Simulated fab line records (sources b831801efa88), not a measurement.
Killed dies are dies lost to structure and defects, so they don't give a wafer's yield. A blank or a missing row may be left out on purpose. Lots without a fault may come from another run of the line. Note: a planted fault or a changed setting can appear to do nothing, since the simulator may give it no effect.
Chamber matching | flow gf180mcu | GF_V3_CMP_26 on cmp-01: 4 sister chambers
The step polishes, stops on SiO2, t overpolish 15 s, target thk 0 nm. 4 wafers are shown with their chamber, then 8 later ones without.

== EACH WAFER AND ITS CHAMBER ==
wafer  | chamber | motor-current-A (A)
L741.1 | 2       | 11.2
L743.4 | 3       | 11.6
L745.5 | 0       | 10.6
L746.2 | 1       | 11.1

== WAFERS WITHOUT THEIR CHAMBER ==
wafer  | motor-current-A (A)
L746.5 | 11.7
L746.6 | 11.2
L756.1 | 10.7
L756.3 | 11.7
L756.6 | 11.6
L759.3 | 11.4
L759.4 | 11.3
L759.5 | 12.1

== THE CHAMBER EACH PASSED THROUGH ==
wafer  | from the rows above          | in truth
L746.5 | can't be placed: 3 or 2      | 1
L746.6 | can't be placed: 2 or 1 or 3 | 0
L756.1 | can't be placed: 0 or 1 or 2 | 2
L756.3 | can't be placed: 3 or 2      | 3
L756.6 | can't be placed: 3 or 2      | 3
L759.3 | can't be placed: 3 or 2 or 1 | 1
L759.4 | can't be placed: 2 or 1 or 3 | 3
L759.5 | can't be placed: 3 or 2      | 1
0 of 8 placed correctly. From these rows, 8 cannot be placed; in 5 the true chamber is one of the candidates. Placed wrongly: 0.
How it was worked out, from the rows above alone: a wafer's distance from a chamber is the root of the sum, over the readings, of the square of ((its reading less the chamber's mean) divided by the reading's scatter). If the next closest chamber is less than 2 further off than the closest, the wafer can't be placed; otherwise it belongs to the closest. For every chamber, the mean is computed from those of its wafers that are shown. The scatter (one wafer shown for each chamber): square how far every hidden wafer sits from the nearest shown wafer, average those squares and take the square root.
